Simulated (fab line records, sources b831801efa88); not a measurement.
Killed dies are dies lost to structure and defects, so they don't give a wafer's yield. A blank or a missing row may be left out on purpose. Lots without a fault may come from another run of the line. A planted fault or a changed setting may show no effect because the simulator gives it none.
Which tool did it? | flow gf180mcu | 13 lots, 38 wafers sampled, at 5 steps of a route of 602

WHAT THE GAUGES READ, wafer by wafer
GF_M3_CD_MEAS_14: target cd 280 nm.
lot  | measured     | on        | cd_nm (nm)
L182 | day 21 13:08 | cd_sem-02 | 280.6 279.9 278.7
L183 | day 21 15:10 | cd_sem-01 | 280.5 281.2 279.8
L184 | day 21 23:53 | cd_sem-01 | 278.4 278.4 278.7
L186 | day 22 18:37 | cd_sem-02 | 279.1 279.7 279.7
L189 | day 23 18:37 | cd_sem-01 | 281.0 280.2 281.5
L192 | day 24 20:53 | cd_sem-01 | 278.4 280.4
L193 | day 25 06:47 | cd_sem-02 | 281.8 280.4 280.6
L195 | day 25 18:13 | cd_sem-02 | 280.7 279.4 280.8
L198 | day 26 14:59 | cd_sem-02 | 279.1 279.3 279.1
L199 | day 26 22:59 | cd_sem-02 | 279.4 280.3 280.0
L200 | day 27 09:20 | cd_sem-01 | 280.8 280.3 280.3
L201 | day 27 17:11 | cd_sem-01 | 278.0 278.1 278.9
L205 | day 29 02:32 | cd_sem-01 | 281.1 281.2 281.1

GF_M4_THK_MEAS_06: measures by xrf.
lot  | measured     | on            | M4_ALCU_THK (nm)
L182 | day 22 15:52 | film_metro-04 | 452 450 448
L183 | day 22 17:50 | film_metro-04 | 459 449 457
L184 | day 23 02:47 | film_metro-04 | 455 451 454
L186 | day 23 20:29 | film_metro-01 | 456 455 456
L189 | day 24 19:47 | film_metro-01 | 461 448 455
L192 | day 25 22:04 | film_metro-04 | 434 428
L193 | day 26 07:06 | film_metro-02 | 426 434 432
L195 | day 26 17:31 | film_metro-04 | 456 453 460
L198 | day 27 14:28 | film_metro-04 | 443 451 447
L199 | day 27 21:54 | film_metro-04 | 447 455 450
L200 | day 28 08:51 | film_metro-04 | 457 454 453
L201 | day 28 16:19 | film_metro-01 | 452 451 452
L205 | day 30 01:02 | film_metro-01 | 450 450 452

GF_M4_CD_MEAS_14: target cd 280 nm.
lot  | measured     | on        | cd_nm (nm)
L182 | day 23 14:44 | cd_sem-01 | 279.5 280.0 280.0
L183 | day 23 16:58 | cd_sem-01 | 281.8 282.7 281.7
L184 | day 24 01:02 | cd_sem-02 | 280.6 281.3 280.8
L186 | day 24 18:35 | cd_sem-02 | 280.5 279.3 279.7
L189 | day 25 16:53 | cd_sem-01 | 280.3 278.7 279.2
L192 | day 26 18:29 | cd_sem-02 | 279.6 279.9
L193 | day 27 03:43 | cd_sem-02 | 280.0 279.9 280.2
L195 | day 27 13:17 | cd_sem-02 | 278.4 280.5 280.1
L198 | day 28 10:14 | cd_sem-02 | 279.6 281.0 281.0
L199 | day 28 17:12 | cd_sem-01 | 278.8 278.6 279.5
L200 | day 29 04:02 | cd_sem-02 | 277.7 279.4 279.1
L201 | day 29 11:26 | cd_sem-02 | 279.0 278.5 278.4
L205 | day 30 19:25 | cd_sem-02 | 278.1 279.1 279.2

WHICH TOOL RAN EACH LOT (tool, then ch and the chambers of the sampled wafers, then the start)
lot  | GF_V3_ETCH_16                      | GF_M4_SPUTTER_04
L182 | rie_diel-01 ch 1,2,3, day 22 14:09 | pvd_sputter-03, day 22 15:41
L183 | rie_diel-01 ch 2,3, day 22 15:59   | pvd_sputter-04, day 22 17:39
L184 | rie_diel-01 ch 0,2,3, day 23 01:05 | pvd_sputter-04, day 23 02:38
L186 | rie_diel-02 ch 0,1,3, day 23 18:41 | pvd_sputter-04, day 23 20:19
L189 | rie_diel-01 ch 0,1,2, day 24 18:05 | pvd_sputter-04, day 24 19:37
L192 | rie_diel-02 ch 0,1, day 25 20:21   | pvd_sputter-04, day 25 21:53
L193 | rie_diel-01 ch 1,2,3, day 26 05:23 | pvd_sputter-04, day 26 06:55
L195 | rie_diel-04 ch 0,1,3, day 26 15:47 | pvd_sputter-03, day 26 17:20
L198 | rie_diel-04 ch 0,1, day 27 12:32   | pvd_sputter-02, day 27 14:15
L199 | rie_diel-02 ch 0,2,3, day 27 20:12 | pvd_sputter-03, day 27 21:44
L200 | rie_diel-04 ch 0,1,3, day 28 07:09 | pvd_sputter-02, day 28 08:41
L201 | rie_diel-02 ch 0,1,3, day 28 14:34 | pvd_sputter-03, day 28 16:08
L205 | rie_diel-02 ch 1,2,3, day 29 23:21 | pvd_sputter-03, day 30 00:53
- GF_V3_ETCH_16: etches BARC in N2/H2.
- GF_M4_SPUTTER_04: material TiN, target thk 50 nm, time 41.7 s.

WHAT THE TOOLS THEMSELVES READ (means of the sampled wafers that have a number; where no wafer has one, the mark that the record gives instead)
GF_V3_ETCH_16.
lot  | tool        | drypump_motor_current_A (A) | oes_product_au (a.u.) | throttle_valve_pct (%)
L182 | rie_diel-01 | 5.6                         | 0.854                 | 13.221
L183 | rie_diel-01 | 5.7                         | 0.851                 | 13.228
L184 | rie_diel-01 | 5.4                         | 0.858                 | 13.226
L186 | rie_diel-02 | 5.9                         | 0.857                 | 13.222
L189 | rie_diel-01 | 5.5                         | 0.855                 | 13.218
L192 | rie_diel-02 | 5.8                         | 0.854                 | 13.215
L193 | rie_diel-01 | 5.6                         | 0.858                 | 13.230
L195 | rie_diel-04 | 5.8                         | 0.861                 | 13.224
L198 | rie_diel-04 | 5.6                         | 0.855                 | 13.227
L199 | rie_diel-02 | 5.9                         | 0.849                 | 13.218
L200 | rie_diel-04 | 5.8                         | 0.849                 | 13.223
L201 | rie_diel-02 | 5.9                         | 0.853                 | 13.224
L205 | rie_diel-02 | 5.9                         | 0.854                 | 13.223

GF_M4_SPUTTER_04.
lot  | tool           | throttle_valve_pct (%)
L182 | pvd_sputter-03 | 30.5
L183 | pvd_sputter-04 | 30.0
L184 | pvd_sputter-04 | 29.8
L186 | pvd_sputter-04 | 29.7
L189 | pvd_sputter-04 | 30.1
L192 | pvd_sputter-04 | 30.1
L193 | pvd_sputter-04 | 30.6
L195 | pvd_sputter-03 | 29.7
L198 | pvd_sputter-02 | 29.4
L199 | pvd_sputter-03 | 31.2
L200 | pvd_sputter-02 | 28.6
L201 | pvd_sputter-03 | 30.6
L205 | pvd_sputter-03 | 29.8

THE ANSWER, worked out from the rows above alone
Rule: what is usual is taken from the lots themselves. Put in order of their means at a reading, lots are off if they are a third of the lots or fewer, leave a main group of 4 or more, and stand apart from it by a gap of 3 or more times the standard deviation of the main group's means; of several such gaps the widest counts. A main group whose means are all the same, to the digits that the tables above print for the reading, isn't used. A lot without any number at a reading at which 4 lots or more have one is off too. The other lots that the step has rows for count as sound. The gauges are gone through in route order, then the tools' own readings, and for those a lot's mean is taken as printed above. The first step at which some lot is off is used, and at that step the reading that is off furthest; a lot without a number counts as furthest.
Off: L192, L193, at GF_M4_THK_MEAS_06 (M4_ALCU_THK). The main group: mean 453 nm, standard deviation 2.8.
A tool fits if, at a process step before that reading, it ran every lot that is off, and no sound lot after the first of them. The gauges at GF_M4_THK_MEAS_06 are tried like those tools. One fits: pvd_sputter-04 at GF_M4_SPUTTER_04. Its last sound lot is L189 (day 24 19:37), its first lot that is off L192 (day 25 21:53): a fault that began between those two fits.

WHAT THE SIMULATOR HAD PUT IN
Process parameter drift: pvd_sputter-04, from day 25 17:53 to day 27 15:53, at GF_M4_SPUTTER_04. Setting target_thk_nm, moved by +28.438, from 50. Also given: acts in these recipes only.
Lots struck among those shown: L192, L193. The rule above found the same.
